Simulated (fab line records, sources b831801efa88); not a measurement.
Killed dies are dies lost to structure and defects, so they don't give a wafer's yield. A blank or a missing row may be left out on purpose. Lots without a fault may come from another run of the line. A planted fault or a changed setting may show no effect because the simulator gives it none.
fab line records | flow sky130
record lots=5 wafers=15 last_day=50
route steps=708 shown GATE_OXIDE@197 POLY_GATE@204 RES_PROTECT@206
lots that met no fault: from a run of the same line without faults
start_h: hours from the record's first day to the start of the lot's first wafer shown | wait_h: hours since the lot's step before | " the same as in the row above | L1.1+2: a row that stands for several wafers | - no value, or no start given | * or withheld: withheld | < > ~ a bound
route shown NAME@n: a module of which the file shows steps, and the number in the route of the first | usual: mean/standard deviation of fault-free wafers | same: alike in all rows | chamber/n: place in a boat | sites: the reading at each site | _std_site: their standard deviation | _edge_site: outer sites' mean less inner sites' | radius_mm: how far each site lies from the wafer's centre | mask NAME#n: copy n | behind: the tool/chamber that last shaped the wafer | hold: why the lot was held/for how many hours/how that ended | device: the transistor (n, p or np) that didn't switch | end of line: the same wafers' tests at the end of the route | a step without rows: its recipe alone | killed: dies lost to structure and defects at the first sort, not the wafer's yield | map: a wafer's dies, x killed, . not, _ none there
set.NAME: the setting as run; set.NAME@STEP: as run at that earlier step | model.NAME: the simulator's own value behind a step, which no gauge read
lots at some steps of the route; a table a step, a row a wafer
services: from which hour (start_h, from the record's first day; less than 0 if before it) a tool's chamber was out of use, for how many hours, and why
## steps
# step SKY_GATE_OXIDE_OVL_MEAS_10
# usual GATE_OXIDE_OVL=0.5/1.4
# columns lot.wafer tool chamber start_h wait_h GATE_OXIDE_OVL[nm]
L079.3 overlay-01 - 353.73 0.1 0.5
L079.5 " - " " 2.1
L079.6 " - " " 1.2
L080.1 overlay-02 - 356.22 0.1 -0.7
L080.4 " - " " -0.8
L080.5 " - " " -2.4
L082.1 overlay-02 - 373.57 0.1 -1.7
L082.2 " - " " -0.8
L082.6 " - " " -0.6
L093.1 overlay-01 - 466.86 0.1 2.4
L093.5 " - " " 0.9
L093.6 " - " " 0.4
L097.3 overlay-02 - 502.72 0.1 2.5
L097.5 " - " " 1.3
L097.6 " - " " 1.0
# step SKY_GATE_OXIDE_IMPLANT_11
# recipe species=B energy_kev=10 dose_cm2=2.6e+12 tilt_deg=withheld
# usual faraday_current_uA=14.65/0.3
# columns lot.wafer tool chamber start_h wait_h faraday_current_uA
L079.3 implanter-01 0 353.81 0.1 14.63
L079.5 " 0 " " 14.85
L079.6 " 0 " " 14.59
L080.1 implanter-04 0 356.26 0.0 14.82
L080.4 " 0 " " 14.47
L080.5 " 0 " " 15.09
L082.1 implanter-01 0 373.61 0.0 14.72
L082.2 " 0 " " 13.99
L082.6 " 0 " " 14.64
L093.1 implanter-01 0 466.89 0.0 14.53
L093.5 " 0 " " 14.90
L093.6 " 0 " " 14.59
L097.3 implanter-02 0 502.80 0.1 14.75
L097.5 " 0 " " 14.57
L097.6 " 0 " " 14.42
# step SKY_GATE_OXIDE_WET_ETCH_12
# recipe chemistry=dHF target_depth_nm=16.8 dry=n2_spin target=SiO2 dilution=100:1 temp_c=25 time_s=336
# columns lot.wafer tool chamber start_h wait_h
L079.3+5+6 wet_bench-03 1 353.91 0.1
L080.1+4+5 wet_bench-04 3 356.41 0.1
L082.1+2+6 wet_bench-03 0 373.76 0.1
L093.1+5+6 wet_bench-02 2 467.04 0.1
L097.3+5+6 wet_bench-03 2 502.90 0.1
# step SKY_GATE_OXIDE_STRIP_13
# recipe chemistry=O2/N2 power_w=1400 pressure_mtorr=1500 platen_temp_c=withheld o2_flow_sccm=3000 n2_flow_sccm=300 overash_fraction=0.5
# usual drypump_motor_current_A=5.9/0.76 oes_product_au=0.715/0.0044 strip_time_to_endpoint_s=14.18/0.039
# columns lot.wafer tool chamber start_h wait_h drypump_motor_current_A oes_product_au rf_hours_counter_h strip_time_to_endpoint_s
L079.3 plasma_asher-03 0 354.04 0.0 4.9 0.715 - 14.23
L079.5 " 1 " " 5.9 0.718 - 14.21
L079.6 " 0 " " 4.9 0.713 - 14.17
L080.1 plasma_asher-04 0 356.51 0.0 6.6 0.709 52 14.12
L080.4 " 1 " " 6.7 0.716 - 14.17
L080.5 " 0 " " 6.6 0.718 - 14.21
L082.1 plasma_asher-03 1 373.87 0.0 6.0 0.716 67 14.14
L082.2 " 0 " " 4.9 0.716 67 14.13
L082.6 " 1 " " 5.9 0.711 - 14.20
L093.1 plasma_asher-03 0 467.14 0.0 4.9 0.710 77 14.18
L093.5 " 0 " " 4.9 0.712 - 14.15
L093.6 " 1 " " 5.9 0.720 - 14.18
L097.3 plasma_asher-04 0 503.04 0.0 6.6 0.710 - 14.14
L097.5 " 1 " " 6.7 0.726 - 14.13
L097.6 " 0 " " 6.6 0.714 - 14.15
# step SKY_GATE_OXIDE_TW_MEAS_14
# usual GATE_OXIDE_TW=225.4/1.7
# columns lot.wafer tool chamber start_h wait_h GATE_OXIDE_TW
L079.3 film_metro-02 - 354.13 0.1 225.2
L079.5 " - " " 225.9
L079.6 " - " " 225.7
L080.1 film_metro-02 - 356.61 0.1 225.4
L080.4 " - " " 224.7
L080.5 " - " " 224.4
L082.1 film_metro-01 - 373.97 0.1 225.1
L082.2 " - " " 223.5
L082.6 " - " " 225.2
L093.1 film_metro-01 - 467.24 0.1 224.0
L093.5 " - " " 222.3
L093.6 " - " " 224.7
L097.3 film_metro-01 - 503.13 0.1 224.4
L097.5 " - " " 223.5
L097.6 " - " " 224.5
# step SKY_GATE_OXIDE_CLEAN_15
# recipe chemistry=SC1/SC2 mix=1:4:20 temp_c=70 time_s=150 dry=n2_spin
# usual bath_guard_temp_C=70.2/0.52
# columns lot.wafer tool chamber start_h wait_h bath_guard_temp_C
L079.3 wet_bench-02 1 354.17 0.0 70.2
L079.5 " 1 " " 70.0
L079.6 " 1 " " 69.9
L080.1 wet_bench-03 2 356.67 0.1 70.2
L080.4 " 2 " " 69.8
L080.5 " 2 " " 69.7
L082.1 wet_bench-02 1 374.03 0.1 70.2
L082.2 " 1 " " 70.2
L082.6 " 1 " " 70.2
L093.1 wet_bench-02 3 467.30 0.1 70.7
L093.5 " 3 " " 70.4
L093.6 " 3 " " 70.9
L097.3 wet_bench-03 3 503.17 0.0 70.2
L097.5 " 3 " " 69.7
L097.6 " 3 " " 70.0
# step SKY_GATE_OXIDE_OXIDATION_16
# recipe temp_c=800 ambient=O2 idle_temp_c=700 ramp_up_c_per_min=10 ramp_down_c_per_min=3 stabilise_s=600 purge_s=300 target_thk_a=35.7 ox_time_s=1915
# usual ox_temp_c_max=804.5/0.88
# columns lot.wafer tool chamber start_h wait_h ox_temp_c_max
L079.3 furnace-01 0 357.71 3.5 806.7
L079.5 " 0 " " 803.9
L079.6 " 0 " " 803.9
L080.1 furnace-01 0 357.71 1.0 803.9
L080.4 " 0 " " 804.0
L080.5 " 0 " " 804.3
L082.1 furnace-02 0 374.61 0.5 805.4
L082.2 " 0 " " 803.7
L082.6 " 0 " " 804.9
L093.1 furnace-02 0 467.35 0.0 804.1
L093.5 " 0 " " 804.3
L093.6 " 0 " " 804.2
L097.3 furnace-02 0 503.22 0.0 803.7
L097.5 " 0 " " 804.4
L097.6 " 0 " " 805.8
# step SKY_POLY_GATE_CVD_00
# recipe material=poly-Si target_thk_nm=180 temp_c=620 time_s=720 pressure_mtorr=200
# columns lot.wafer tool chamber start_h wait_h
L079.3+5+6 lpcvd-01 1 359.24 0.0
L080.1+4+5 lpcvd-01 0 359.24 0.0
L082.1+2+6 lpcvd-01 0 376.14 0.0
L093.1+5+6 lpcvd-01 1 468.89 0.0
L097.3+5+6 lpcvd-01 0 504.75 0.0
# step SKY_POLY_GATE_THK_MEAS_01
# recipe reads=poly-Si_of_POLY_GATE_CVD_00
# usual POLY_GATE_CVD_00_THK=180.0/1.9
# columns lot.wafer tool chamber start_h wait_h POLY_GATE_CVD_00_THK[nm]
L080.1 film_metro-03 - 360.44 0.0 179.9
L080.4 " - " " 181.7
L080.5 " - " " 180.3
L079.3 film_metro-01 - 360.46 0.0 179.3
L079.5 " - " " 180.5
L079.6 " - " " 179.0
L082.1 film_metro-02 - 377.94 0.0 178.7
L082.2 " - " " 176.7
L082.6 " - " " 176.5
L093.1 film_metro-01 - 470.09 0.0 177.0
L093.5 " - " " 176.7
L093.6 " - " " 178.6
L097.3 film_metro-02 - 505.97 0.0 183.9
L097.5 " - " " 181.3
L097.6 " - " " 181.8
# step SKY_RES_PROTECT_DEHYDRATE_00
# recipe temp_c=200 time_s=60
# usual exhaust_pa=44.9/0.96
# columns lot.wafer tool chamber start_h wait_h exhaust_pa
L079.3 litho_track-03 0 373.36 12.9 44.2
L079.5 " 0 " " 43.0
L079.6 " 0 " " 43.0
L080.1 litho_track-02 0 373.57 13.1 44.6
L080.4 " 0 " " 45.1
L080.5 " 0 " " 44.8
L082.1 litho_track-03 0 391.26 13.3 43.7
L082.2 " 0 " " 44.7
L082.6 " 0 " " 43.9
L093.1 litho_track-02 0 484.87 14.8 44.0
L093.5 " 0 " " 46.9
L093.6 " 0 " " 45.5
L097.3 litho_track-01 0 520.32 14.3 44.2
L097.5 " 0 " " 45.5
L097.6 " 0 " " 45.1
# step SKY_RES_PROTECT_HMDS_01
# recipe prime_time_s=60 prime_temp_c=120
# usual exhaust_pa=45.0/0.85
# columns lot.wafer tool chamber start_h wait_h exhaust_pa
L079.3 litho_track-03 0 373.51 0.1 44.3
L079.5 " 0 " " 43.9
L079.6 " 0 " " 44.8
L080.1 litho_track-02 0 373.72 0.1 45.0
L080.4 " 0 " " 43.6
L080.5 " 0 " " 44.2
L082.1 litho_track-03 0 391.41 0.1 45.5
L082.2 " 0 " " 44.5
L082.6 " 0 " " 44.2
L093.1 litho_track-02 0 485.02 0.1 45.5
L093.5 " 0 " " 44.6
L093.6 " 0 " " 45.0
L097.3 litho_track-01 0 520.47 0.1 44.7
L097.5 " 0 " " 44.9
L097.6 " 0 " " 44.7
# step SKY_RES_PROTECT_COAT_02
# recipe resist=NOVOLAK spin_rpm=3000 resist_thk_nm=1140
# usual exhaust_pa=45.2/0.77
# columns lot.wafer tool chamber start_h wait_h exhaust_pa
L079.3 litho_track-03 0 373.66 0.1 45.8
L079.5 " 0 " " 46.5
L079.6 " 0 " " 45.6
L080.1 litho_track-02 0 373.87 0.1 45.3
L080.4 " 0 " " 45.1
L080.5 " 0 " " 44.4
L082.1 litho_track-03 0 391.56 0.1 46.2
L082.2 " 0 " " 46.3
L082.6 " 0 " " 45.9
L093.1 litho_track-02 0 485.17 0.1 45.5
L093.5 " 0 " " 45.9
L093.6 " 0 " " 46.4
L097.3 litho_track-01 0 520.62 0.1 45.6
L097.5 " 0 " " 45.2
L097.6 " 0 " " 45.2
## services
# columns tool chamber start_h hours kind
implanter-04 - 351.31 1.7 repair
furnace-02 - 380.41 2.6 pm
implanter-04 - 407.33 1.0 repair
implanter-04 - 419.50 0.6 repair
furnace-01 - 419.76 12.0 pm
lpcvd-01 - 429.30 0.8 pm
plasma_asher-03 - 435.54 1.8 repair
furnace-01 - 435.96 2.7 pm
furnace-02 - 439.57 4.6 pm
implanter-04 - 439.68 2.5 pm
implanter-04 - 446.28 1.9 repair
implanter-02 - 464.44 8.0 repair
implanter-04 - 484.10 2.1 repair
lpcvd-01 - 496.59 1.8 repair
implanter-04 - 520.60 0.5 repair
## key
fault none
